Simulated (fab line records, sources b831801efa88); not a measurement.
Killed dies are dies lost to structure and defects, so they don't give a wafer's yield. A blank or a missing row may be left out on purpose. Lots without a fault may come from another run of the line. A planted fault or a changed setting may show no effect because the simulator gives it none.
Problem report in the 8D (eight disciplines) form, filled by code | flow sky130 | the parts of the form that need people (team, actions taken, sign-off) are left out

1. THE PROBLEM
beam_energy_keV at SKY_LDD_LDN_IMPLANT_10 reads a mean of 15.383 on 6 wafers of 2 lots; wafers without a fault read 15.000 with a standard deviation of 0.0046. That is +83 standard deviations from the usual mean.
First seen on wafer L340.1, day 27 11:47, on implanter-01. The record holds 18 wafers of 6 lots with a number at this step. Rule for "out", or "out of limits": more than 4 standard deviations from the usual mean. The other wafers with a number count as sound.

2. WHAT IT IS AND WHAT IT IS NOT
question                    | is                     | is not
which readings at this step | beam_energy_keV        | end_station_pressure_torr
which lots                  | L340, L342             | L332, L333, L348, L352
which wafers of those lots  | all that have a number | -
read on which tools         | implanter-01           | implanter-03, implanter-04
when                        | from day 27 11:47      | up to then (6 sound wafers); but 6 sound wafers of L348, L352 came after

3. SUSPECTS, AND WHAT RULES EACH OUT
Counting: a tool at a process step up to the reading stays a suspect if it ran every lot that is out and no sound lot after the first of them.
- plasma_asher-02 at SKY_LDD_HVP_STRIP_09 (strips in O2/N2): kept. It ran every lot that is out, first L340 (day 26 06:50), and no sound lot after that.
- implanter-01 at SKY_LDD_LDN_IMPLANT_10: kept. It ran every lot that is out, first L340 (day 27 11:47), and no sound lot after that; its last sound lot up to then is L333 (day 25 00:29). Its own readings are out on those wafers: beam_energy_keV.
Left after counting: plasma_asher-02 at SKY_LDD_HVP_STRIP_09, implanter-01 at SKY_LDD_LDN_IMPLANT_10.

4. THE CAUSE (what the simulator had put in)
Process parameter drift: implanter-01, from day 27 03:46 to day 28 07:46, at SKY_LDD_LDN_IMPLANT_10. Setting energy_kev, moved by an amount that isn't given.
Counting left 2 suspects, and this tool is among them.

5. THE CHAIN OF EFFECTS, in route order
Each row: a reading whose mean over the struck wafers that have a number lies more than 3 standard deviations from the usual. Only readings for which the record gives a usual standard deviation are gone through. hours: the time from each lot's start at the first step in this table that gives one to its start at this step, as a median over the lots. sigmas: the change in usual standard deviations.
hours | step                   | reading         | usual  | on struck wafers | change | sigmas
0     | SKY_LDD_LDN_IMPLANT_10 | beam_energy_keV | 15.000 | 15.383           | +0.383 | +83
The process steps in it:
- SKY_LDD_LDN_IMPLANT_10

6. WHAT WOULD HAVE CAUGHT IT SOONER
In this record the first reading out of limits was taken at day 27 11:47, 8 hours after the fault began at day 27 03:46.
